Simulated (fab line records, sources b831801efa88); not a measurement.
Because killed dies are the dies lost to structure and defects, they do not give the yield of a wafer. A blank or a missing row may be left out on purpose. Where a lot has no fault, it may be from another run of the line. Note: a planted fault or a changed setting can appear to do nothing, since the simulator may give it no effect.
Check for tools in common -- flow sky130 -- 48 wafers sampled across 14 lots

## WHY IT WAS OPENED
2 of 14 lots carry a flag on the reading GATE_OXIDE_TW at SKY_GATE_OXIDE_TW_MEAS_14. Fault-free wafers read 224.5, with a standard deviation of 2.4.
Rule: a lot is flagged when every wafer of it that has a number lies more than 4 standard deviations from that mean, or none has a number. The rest of the lots are taken to be sound.

lot,measured,on,"GATE_OXIDE_TW, wafer by wafer",flag
L264,day 14 12:01,filmMetro-03,276.2 275.3 275.5 275.3 273.2 276.0,FLAGGED
L265,day 14 21:35,filmMetro-03,224.8 224.3 224.7,
L266,day 15 02:18,filmMetro-02,219.2 222.0 222.2,
L267,day 15 06:09,filmMetro-01,226.5 226.4 225.6,
L270,day 15 23:33,filmMetro-02,270.6 268.6 270.4 268.8 270.9 270.6,FLAGGED
L276,day 18 00:20,filmMetro-03,225.2 224.3 225.5,
L277,day 19 02:16,filmMetro-01,227.2 226.7 227.6,
L278,day 19 03:15,filmMetro-01,228.3 226.6 227.1,
L279,day 19 06:10,filmMetro-03,226.1 224.9 226.4,
L280,day 19 11:46,filmMetro-01,227.7 226.1 226.6,
L281,day 19 16:08,filmMetro-01,228.6 228.9 228.7,
L282,day 20 04:14,filmMetro-01,227.1 227.1 228.0,
L283,day 20 10:47,filmMetro-02,221.3 220.4 220.8,
L287,day 22 12:06,filmMetro-01,224.3 224.4 224.8,
The mean of the flagged lots' numbers is 272.6, +48.1 from the usual (+20 standard deviations).

## TOOL THAT RAN EACH LOT
The record keeps 1 process step preceding the reading, out of 708 steps on the route. Every cell lists first the tool, next ch and the chambers used by the sampled wafers, and last the start.
lot,flag,SKY_GATE_OXIDE_IMPLANT_11
L264,FLAGGED,"implanter-04 ch 0, day 14 11:22"
L265,,"implanter-02 ch 0, day 14 21:14"
L266,,"implanter-02 ch 0, day 15 01:56"
L267,,"implanter-04 ch 0, day 15 05:48"
L270,FLAGGED,"implanter-04 ch 0, day 15 22:35"
L276,,"implanter-04 ch 0, day 17 23:53"
L277,,"implanter-04 ch 0, day 19 01:56"
L278,,"implanter-04 ch 0, day 19 02:55"
L279,,"implanter-02 ch 0, day 19 05:50"
L280,,"implanter-04 ch 0, day 19 11:25"
L281,,"implanter-03 ch 0, day 19 15:47"
L282,,"implanter-02 ch 0, day 20 03:53"
L283,,"implanter-03 ch 0, day 20 10:20"
L287,,"implanter-02 ch 0, day 22 11:46"
What the steps here do:
- SKY_GATE_OXIDE_IMPLANT_11
- SKY_GATE_OXIDE_TW_MEAS_14

## FLAGGED AGAINST TOTAL, ONE TOOL AT A TIME (gauges that did the reading follow at the end)
step,tool,lots run,flagged,share of the flagged lots,sound lots run after its first flagged lot
SKY_GATE_OXIDE_IMPLANT_11,implanter-02,5,0,none,-
SKY_GATE_OXIDE_IMPLANT_11,implanter-03,2,0,none,-
SKY_GATE_OXIDE_IMPLANT_11,implanter-04,7,2,all,"5 (L267,L276,L277,L278,L280)"
SKY_GATE_OXIDE_TW_MEAS_14,filmMetro-01,7,0,none,-
SKY_GATE_OXIDE_TW_MEAS_14,filmMetro-02,3,1,some,1 (L283)
SKY_GATE_OXIDE_TW_MEAS_14,filmMetro-03,4,1,some,"3 (L265,L276,L279)"

## WHAT IS ALLOWED BY THE TABLE
All flagged lots share 1 row of the table, namely implanter-04 at SKY_GATE_OXIDE_IMPLANT_11.
- implanter-04 at SKY_GATE_OXIDE_IMPLANT_11: 2 of its 7 lots flagged. Lots that were sound ran on it after the first flagged one (L267, L276, L277, L278, L280); a persistent fault on the entire tool would not allow that.
Not one row of the table ran every flagged lot while running no sound lot after the first.

## WHAT THE SIMULATOR HAD PUT IN
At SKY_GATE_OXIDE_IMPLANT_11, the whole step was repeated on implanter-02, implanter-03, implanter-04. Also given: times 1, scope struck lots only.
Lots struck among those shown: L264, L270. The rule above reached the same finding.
